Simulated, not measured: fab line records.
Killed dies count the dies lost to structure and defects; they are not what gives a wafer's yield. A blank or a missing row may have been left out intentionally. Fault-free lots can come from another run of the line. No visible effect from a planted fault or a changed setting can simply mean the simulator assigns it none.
What tool caused it?    flow sky130    42 wafers from 14 lots sampled at 4 of the route's 708 steps

WHAT THE GAUGES READ, wafer by wafer
SKY_GATE_OXIDE_OVL_MEAS_10.
lot   measured      on          GATE_OXIDE_OVL (nm)
L522  day 14 02:33  overlay-02  -1.5 -2.8 -2.1
L523  day 14 05:50  overlay-02  -1.8 -1.0 -2.2
L525  day 15 00:01  overlay-01  0.2 1.2 0.3
L526  day 15 13:49  overlay-02  1.9 1.1 2.3
L528  day 15 21:30  overlay-01  -0.6 -1.2 -1.5
L527  day 15 21:49  overlay-01  -2.2 0.6 -0.8
L529  day 16 11:57  overlay-01  0.3 1.6 2.7
L531  day 17 09:36  overlay-02  1.7 1.3 -0.1
L536  day 18 18:55  overlay-01  -0.3 0.5 -0.4
L538  day 19 17:48  overlay-02  -0.8 -1.4 -1.9
L540  day 20 09:00  overlay-01  -1.1 -2.2 -1.1
L542  day 20 20:46  overlay-01  -0.1 0.8 0.6
L543  day 21 07:30  overlay-01  -0.1 -1.7 -1.8
L545  day 22 00:48  overlay-02  0.0 1.6 0.5

SKY_LDD_LDN_TW_MEAS_13.
lot   measured      on            LDD_LDN_TW
L522  day 23 02:31  filmMetro-03  1449 1458 1454
L523  day 23 14:13  filmMetro-03  1452 1452 1442
L525  day 24 05:14  filmMetro-03  1450 1438 1450
L526  day 24 20:08  filmMetro-01  1492 1488 1489
L528  day 25 04:49  filmMetro-01  1497 1501 1494
L527  day 25 03:37  filmMetro-04  1473 1482 1477
L529  day 25 20:13  filmMetro-04  1475 1478 1468
L531  day 26 15:20  filmMetro-04  1465 1467 1471
L536  day 28 05:58  filmMetro-01  1498 1496 1507
L538  day 29 06:58  filmMetro-04  1458 1460 1468
L540  day 29 12:17  filmMetro-03  1451 1456 1442
L542  day 29 21:43  filmMetro-04  1470 1459 1469
L543  day 30 07:02  filmMetro-04  1467 1457 1469
L545  day 31 00:01  filmMetro-04  1475 1473 1470

SKY_SD_N_OVL_MEAS_08.
lot   measured      on          SD_N_OVL (nm)
L522  day 28 05:49  overlay-01  -0.4 0.2 -1.4
L523  day 28 13:17  overlay-01  -1.6 -1.8 -0.6
L525  day 29 03:28  overlay-01  0.6 0.1 0.2
L526  day 29 19:06  overlay-02  -0.1 0.2 -0.3
L528  day 30 03:25  overlay-01  1.4 1.6 1.7
L527  day 30 02:13  overlay-02  -1.4 -1.8 0.5
L529  day 30 21:58  overlay-02  -1.1 -0.5 -0.7
L531  day 31 12:15  overlay-02  -2.3 -2.2 -0.7
L536  day 33 00:07  overlay-01  -2.1 -1.1 -0.9
L538  day 33 23:43  overlay-02  0.9 -0.5 -0.6
L540  day 34 04:49  overlay-01  0.5 -1.5 1.7
L542  day 34 15:57  overlay-02  0.2 -1.3 -2.1
L543  day 34 22:31  overlay-01  -0.3 0.3 0.4
L545  day 35 12:48  overlay-02  -2.1 -3.3 -1.5

WHAT TOOL EACH LOT RAN ON (gives the tool, then ch and the chambers of the sampled wafers, and finally the start)
lot   SKY_LDD_HVN_COAT_02
L522  lithoTrack-04 ch 0, day 19 20:13
L523  lithoTrack-04 ch 0, day 20 09:47
L525  lithoTrack-04 ch 0, day 20 23:44
L526  lithoTrack-01 ch 0, day 21 15:09
L528  lithoTrack-04 ch 0, day 22 00:10
L527  lithoTrack-04 ch 0, day 21 23:20
L529  lithoTrack-02 ch 0, day 22 16:36
L531  lithoTrack-01 ch 0, day 23 11:24
L536  lithoTrack-04 ch 0, day 25 02:05
L538  lithoTrack-04 ch 0, day 26 04:20
L540  lithoTrack-02 ch 0, day 26 09:43
L542  lithoTrack-01 ch 0, day 26 21:56
L543  lithoTrack-01 ch 0, day 27 06:50
L545  lithoTrack-01 ch 0, day 27 23:57
- SKY_LDD_HVN_COAT_02: resist thk 300 nm.

WHAT THE TOOLS THEMSELVES READ (means of the sampled wafers that have a number; where no wafer has one, the mark that the record gives instead)
SKY_LDD_HVN_COAT_02.
lot   tool           spinSpeedRpm (rpm)
L522  lithoTrack-04  2999.8
L523  lithoTrack-04  2997.6
L525  lithoTrack-04  3002.4
L526  lithoTrack-01  2998.9
L528  lithoTrack-04  3002.3
L527  lithoTrack-04  3000.7
L529  lithoTrack-02  2997.3
L531  lithoTrack-01  3000.1
L536  lithoTrack-04  2957.0
L538  lithoTrack-04  2951.3
L540  lithoTrack-02  3001.0
L542  lithoTrack-01  2997.8
L543  lithoTrack-01  3003.5
L545  lithoTrack-01  3001.9

THE ANSWER, worked out from the rows above alone
Rule: usual is defined by the lots themselves. The widest of any qualifying gaps counts: lots, ordered by their means at a reading, are off when they make up no more than a third of the lots, leave a main group of 4 or more, and stand apart from it by 3 or more times the standard deviation of that group's means. A main group is skipped when, at the precision printed for the reading in the tables above, its means are all equal. A lot without any number at a reading at which 4 lots or more have one is off too. All remaining lots with rows at the step are treated as sound. First the gauges in route order, then the tools' own readings, where a lot's mean is used as printed above. The first step at which some lot is off is used, and at that step the reading that is off furthest; a lot without a number counts as furthest.
Off at SKY_LDD_HVN_COAT_02 (spinSpeedRpm): L536, L538. For the main group the mean is 3000.3 rpm and the standard deviation 2.
A tool fits if, at that step or a process step before it, it ran every lot that is off, and no sound lot after the first of them. One fits: lithoTrack-04 at SKY_LDD_HVN_COAT_02. A fault onset in the window from L528 (day 22 00:10, its last sound lot) to L536 (day 25 02:05, its first lot off) fits.
On the lots that are off, the tool's own readings at SKY_LDD_HVN_COAT_02 differ by more than 5 times the standard deviation of the sound lots' means, which bears it out; spinSpeedRpm reads 2954.2 rpm there versus 3000.3 rpm on the sound lots.

WHAT HAD BEEN PUT IN BY THE SIMULATOR
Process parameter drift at SKY_LDD_HVN_COAT_02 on lithoTrack-04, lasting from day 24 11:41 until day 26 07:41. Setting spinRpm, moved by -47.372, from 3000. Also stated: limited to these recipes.
Lots struck among those shown: L536, L538. The rule given above showed the same thing.
